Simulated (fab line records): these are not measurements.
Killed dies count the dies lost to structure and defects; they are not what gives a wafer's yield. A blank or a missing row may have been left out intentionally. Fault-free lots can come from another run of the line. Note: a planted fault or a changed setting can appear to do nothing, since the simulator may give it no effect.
Which of the tools did it?	flow sky130	39 wafers from 13 lots sampled at 2 of the route's 708 steps

## WHAT EACH GAUGE READ, for each wafer
No reading from a measuring or inspecting step in the record can be judged against a usual standard deviation.

## TOOL THAT RAN EACH LOT (tool first, then ch and the chambers of the sampled wafers, then the start)
lot	SKY_METAL2_SPUTTER_00	SKY_PAD_OPEN_PROBE_99
L501	pvd sputter-02, day 34 18:25	-
L502	pvd sputter-04, day 35 02:03	-
L503	pvd sputter-04, day 35 12:31	-
L505	pvd sputter-01, day 35 23:40	-
L504	pvd sputter-01, day 36 03:26	prober-02, day 47 16:43
L506	pvd sputter-01, day 36 12:20	-
L507	pvd sputter-04, day 36 16:25	prober-02, day 48 00:38
L508	pvd sputter-02, day 36 19:44	prober-01, day 48 03:29
L509	pvd sputter-02, day 37 05:23	-
L512	pvd sputter-02, day 38 04:11	-
L515	pvd sputter-02, day 39 01:29	prober-02, day 49 20:52
L517	pvd sputter-02, day 39 15:44	prober-02, day 50 05:46
L522	pvd sputter-01, day 41 03:43	-
- SKY_METAL2_SPUTTER_00: material Ti, target thk 15 nm, time 10 s.
- SKY_PAD_OPEN_PROBE_99

## WHAT THE TOOLS THEMSELVES READ (means of the sampled wafers that have a number; where no wafer has one, the mark that the record gives instead)
SKY_METAL2_SPUTTER_00. Usual: throttle valve pct at 29.8 %, with a standard deviation of 1.
lot	tool	throttle valve pct (%)	flag
L501	pvd sputter-02	29.8	
L502	pvd sputter-04	30.3	
L503	pvd sputter-04	30.1	
L505	pvd sputter-01	30.2	
L504	pvd sputter-01	30.8	
L506	pvd sputter-01	30.1	
L507	pvd sputter-04	31.4	
L508	pvd sputter-02	28.9	
L509	pvd sputter-02	29.6	
L512	pvd sputter-02	29.2	
L515	pvd sputter-02	29.2	
L517	pvd sputter-02	29.4	
L522	pvd sputter-01	30.0	

SKY_PAD_OPEN_PROBE_99. Usual: defect limited yield 82.5 %, standard deviation 2; killed_at_M0_to_M3 44, standard deviation 6.9; killed_at_M4_up 3.1, standard deviation 1.7; killed at contacts 25, standard deviation 5.6; killed at front end 14, standard deviation 4.3; killed at other 0.3, standard deviation 0.51; killed dies 86, standard deviation 9.8; killed open 47, standard deviation 6.5; killed short 39, standard deviation 6.6; sort_bin_3_pad_short 0.8 %, standard deviation 0.46; sort_bin_5_function 10.3 %, standard deviation 1.5; sort_bin_6_memory 6.4 %, standard deviation 1; sort n pass 406, standard deviation 9.8; sort yield pct 82.5 %, standard deviation 2.
lot	tool	defect limited yield (%)	killed_at_M0_to_M3	killed_at_M4_up	killed at contacts	killed at front end	killed at other	killed dies	killed open	killed short	sort_bin_3_pad_short (%)	sort_bin_5_function (%)	sort_bin_6_memory (%)	sort n pass	sort yield pct (%)	flag
L504	prober-02	82.3	45	3.3	28	11	0.0	87	47	40	0.9	10.2	6.6	405	82.3	
L507	prober-02	81.6	47	3.3	24	14	1.0	90	50	40	0.8	11.1	6.5	402	81.6	
L508	prober-01	80.4	44	3.7	26	22	0.7	97	48	49	1.0	12.7	6.0	395	80.4	
L515	prober-02	81.4	48	2.0	25	16	0.3	92	44	36	0.9	11.0	6.8	400	81.4	
L517	prober-02	79.1	61	4.3	21	15	0.7	103	48	41	2.0	10.6	8.3	389	79.1	

## THE ANSWER, worked out from the rows above alone
Rule: a lot is off if the mean of its wafers that have a number lies more than 3 standard deviations from the usual mean. Also off: a lot with no number at a reading for which 4 or more lots have one. The other lots that the step has rows for count as sound. Order of review: gauges by route order, followed by the tools' own readings, for which a lot's mean as printed above is used. The first step at which some lot is off is used, and at that step the reading that is off furthest; a lot without a number counts as furthest.
No lot is off at any reading shown: from this, nothing can be told.

## WHAT WAS PUT IN BY THE SIMULATOR
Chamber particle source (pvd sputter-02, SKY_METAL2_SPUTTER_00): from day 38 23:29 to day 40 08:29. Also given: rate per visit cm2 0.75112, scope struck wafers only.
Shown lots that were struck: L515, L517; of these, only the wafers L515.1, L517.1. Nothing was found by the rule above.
